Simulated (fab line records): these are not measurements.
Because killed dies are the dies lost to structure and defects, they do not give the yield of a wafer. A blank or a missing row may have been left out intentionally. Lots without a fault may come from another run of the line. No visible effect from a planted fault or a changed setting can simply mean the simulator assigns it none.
Matching of chambers	flow gf180mcu	GF_CONTACT_CMP_04 on cmp-02: 4 sister chambers
The step polishes SiO2. 16 wafers are shown with their chamber, then 8 later ones without.

== WAFERS WITH THEIR CHAMBER ==
wafer	chamber	time_to_endpoint_s (s)	motor_current_A (A)
L476.2	0	105	13.1
L476.3	2	107	14.5
L476.5	3	123	11.8
L478.1	2	105	14.6
L478.2	3	117	12.6
L478.6	2	118	13.4
L479.2	1	99	14.9
L479.5	3	120	12.2
L479.6	2	112	13.6
L486.1	0	108	12.0
L486.2	3	110	12.4
L486.3	1	104	13.2
L490.1	2	109	14.3
L490.2	1	100	13.3
L490.4	3	116	12.9
L493.1	3	110	11.4

SIGNATURES (means of the wafers above)
reading	chamber 0	chamber 1	chamber 2	chamber 3	scatter within a chamber
time_to_endpoint_s	106.50	101.00	110.20	116.00	4.65
motor_current_A	12.550	13.800	14.080	12.217	0.652
Rule: a wafer's distance from a chamber is the root of the sum, over the readings, of the square of ((its reading less the chamber's mean) divided by the reading's scatter). If the next closest chamber is less than 2 further off than the closest, the wafer can't be placed; otherwise it belongs to the closest. The scatter: take each reading less its chamber's mean, square it, sum over the shown wafers, divide by the number of wafers less the number of chambers, and take the root.

== WAFERS WITH NO CHAMBER GIVEN ==
wafer	time_to_endpoint_s (s)	motor_current_A (A)
L493.4	104	14.2
L493.5	109	12.3
L494.1	110	14.2
L494.2	110	12.5
L494.4	126	11.9
L496.2	104	14.0
L496.4	107	13.3
L496.6	107	14.2

== WHICH CHAMBER EACH ONE RAN IN ==
wafer	from the rows above	in truth
L493.4	can't be placed: 1 or 2 or 0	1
L493.5	can't be placed: 0 or 3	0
L494.1	can't be placed: 2 or 1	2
L494.2	can't be placed: 0 or 3 or 2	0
L494.4	3	3
L496.2	can't be placed: 1 or 2 or 0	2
L496.4	can't be placed: 0 or 2 or 1 or 3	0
L496.6	can't be placed: 2 or 1 or 0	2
Correctly placed: 1 of 8. From these rows, 7 cannot be placed; in 7 the true chamber is one of the candidates. Wrongly placed: 0.
